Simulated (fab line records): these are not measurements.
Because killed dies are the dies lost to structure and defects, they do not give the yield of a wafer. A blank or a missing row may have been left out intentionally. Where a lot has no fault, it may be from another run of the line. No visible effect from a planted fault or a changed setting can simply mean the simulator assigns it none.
A lot that was struck, set against a sound lot	flow sky130	14 out of 708 route steps
Sound: wafers L940.1, L940.4, L940.6. Wafers L944.2, L944.4, L944.5 were the ones struck. The cause comes at the end.
Each step with rows lists, per side, the tool, then ch with its chambers, then its first start. Under that, the readings that differ: sound wafers	struck wafers	difference of the means	sigmas: that difference in standard deviations of wafers without a fault.
alike: same words and numbers on both sides, and readings whose means sit less than 2 such deviations apart. not compared: any withheld reading, any reading some wafer has no value for, any bound like >300 that may hide the same value, and any number with overlapping values for which the record gives no deviation.
Wherever a step has rows on one side only, a row that says differs or no value, or a row with sigmas, the two part there. Non-overlapping numbers with no deviation appear without sigmas and do not part them. Lack of a reading on every wafer of one side parts them only where that side has two or more wafers.

first, 2 steps without rows for these wafers: SKY_LOCAL_INTERCONNECT_CLEAN_17 (cleans in IPA, time 180 s); SKY_LOCAL_INTERCONNECT_CLEAN_18 (cleans in O3/DIW).
SKY_CONTACT_CVD_00: deposits Si3N4, target thk 75 nm.
  sound on pecvd-01 ch 0,1,2, day 30 03:38; struck on pecvd-04 ch 1,2, day 31 23:11
  alike: heaterPowerW
SKY_CONTACT_THK_MEAS_01:
  struck on filmMetro-01, day 31 23:14; sound on filmMetro-04, day 30 03:40
  alike: CONTACT_CVD_00_THK
then, 1 step without rows for these wafers: SKY_CONTACT_HDPCVD_02 (deposits SiO2, target thk 565 nm, time 94.2 s).
SKY_CONTACT_THK_MEAS_03:
  struck on filmMetro-03, day 31 23:22; sound on filmMetro-01, day 30 03:48
  alike: CONTACT_HDPCVD_THK
SKY_CONTACT_CMP_04: polishes SiO2.
  sound on cmp-02 ch 0,1, day 30 03:55; struck on cmp-02 ch 0,2, day 31 23:25
  alike: motorCurrentA, timeToEndpointS
SKY_CONTACT_BOW_MEAS_05:
  struck on filmMetro-03, day 31 23:44; sound on filmMetro-03, day 30 04:10
  alike: CONTACT_BOW
then, 4 steps without rows for these wafers: SKY_CONTACT_DEHYDRATE_06 (time 60 s); SKY_CONTACT_HMDS_07 (prime time 60 s); SKY_CONTACT_COAT_08 (resist thk 60 nm); SKY_CONTACT_COAT_09 (resist thk 450 nm).
SKY_CONTACT_SOFTBAKE_10: time 90 s.
  sound on lithoTrack-02 ch 0, day 30 18:00; struck on lithoTrack-03 ch 0, day 32 13:00
reading	sound	struck	difference	sigmas
heaterPowerTotalW (W)	57.37 57.30 57.28	71.36 71.08 70.73	+13.74	+99 or more
runLengthS (s)	118.8 119.0 118.8	75.5 75.5 75.7	-43.3	-99 or more
then, 1 step without rows for these wafers: SKY_CONTACT_EXPOSE_11 (exposes mask CTM1, target cd 170 nm).

## WHERE THEY PART
Within this record, at SKY_CONTACT_SOFTBAKE_10 only.

WHY: what had been put in by the simulator
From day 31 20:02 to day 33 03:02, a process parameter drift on lithoTrack-03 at SKY_CONTACT_SOFTBAKE_10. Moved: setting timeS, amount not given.
